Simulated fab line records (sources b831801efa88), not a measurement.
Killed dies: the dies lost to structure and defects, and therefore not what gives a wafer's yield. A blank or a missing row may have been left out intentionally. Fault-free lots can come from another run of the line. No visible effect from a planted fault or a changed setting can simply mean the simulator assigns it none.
Matching of chambers :: flow sky130 :: 4 sister chambers for SKY_LI_CONTACT_CMP_02 on cmp-01
The step polishes PSG. 8 wafers are shown with their chamber, then 7 later ones without.

## WAFERS PAIRED WITH THEIR CHAMBERS
wafer: L981.1
chamber: 3
motor-current-A (A): 11.8
time-to-endpoint-s (s): 33

wafer: L986.1
chamber: 1
motor-current-A (A): 11.0
time-to-endpoint-s (s): 35

wafer: L987.5
chamber: 0
motor-current-A (A): 14.3
time-to-endpoint-s (s): 37

wafer: L996.3
chamber: 0
motor-current-A (A): 14.7
time-to-endpoint-s (s): 35

wafer: L996.4
chamber: 2
motor-current-A (A): 13.3
time-to-endpoint-s (s): 29

wafer: L996.6
chamber: 2
motor-current-A (A): 13.7
time-to-endpoint-s (s): 33

wafer: L999.2
chamber: 1
motor-current-A (A): 11.1
time-to-endpoint-s (s): 40

wafer: L999.3
chamber: 3
motor-current-A (A): 11.6
time-to-endpoint-s (s): 33

## WAFERS MISSING THEIR CHAMBER
wafer: L999.6
motor-current-A (A): 13.6
time-to-endpoint-s (s): 35

wafer: L102.3
motor-current-A (A): 12.1
time-to-endpoint-s (s): 37

wafer: L102.5
motor-current-A (A): 11.6
time-to-endpoint-s (s): 36

wafer: L102.6
motor-current-A (A): 13.5
time-to-endpoint-s (s): 37

wafer: L103.1
motor-current-A (A): 11.3
time-to-endpoint-s (s): 36

wafer: L103.3
motor-current-A (A): 13.1
time-to-endpoint-s (s): 29

wafer: L103.5
motor-current-A (A): 14.0
time-to-endpoint-s (s): 36

## WHICH CHAMBER EACH ONE RAN IN
wafer: L999.6
from the rows above: 2
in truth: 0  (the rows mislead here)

wafer: L102.3
from the rows above: 3
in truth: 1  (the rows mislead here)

wafer: L102.5
from the rows above: can't be placed: 3 or 1
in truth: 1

wafer: L102.6
from the rows above: 2
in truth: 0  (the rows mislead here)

wafer: L103.1
from the rows above: can't be placed: 1 or 3
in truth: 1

wafer: L103.3
from the rows above: 2
in truth: 2

wafer: L103.5
from the rows above: can't be placed: 0 or 2
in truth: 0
Placed correctly: 1 of 7. Not placeable from these rows: 3 (in 3, the candidates include the true chamber). Number placed wrongly: 3.
How it was worked out, from the rows above alone: a wafer's distance from a chamber is the root of the sum, over the readings, of the square of ((its reading less the chamber's mean) divided by the reading's scatter). If the next closest chamber is less than 2 further off than the closest, the wafer can't be placed; otherwise it belongs to the closest. For every chamber, the mean is computed from those of its wafers that are shown. How the scatter is found: for the shown wafers, subtract from each reading the mean of its chamber, square and add these, divide the total by (wafers less chambers), then take the root.
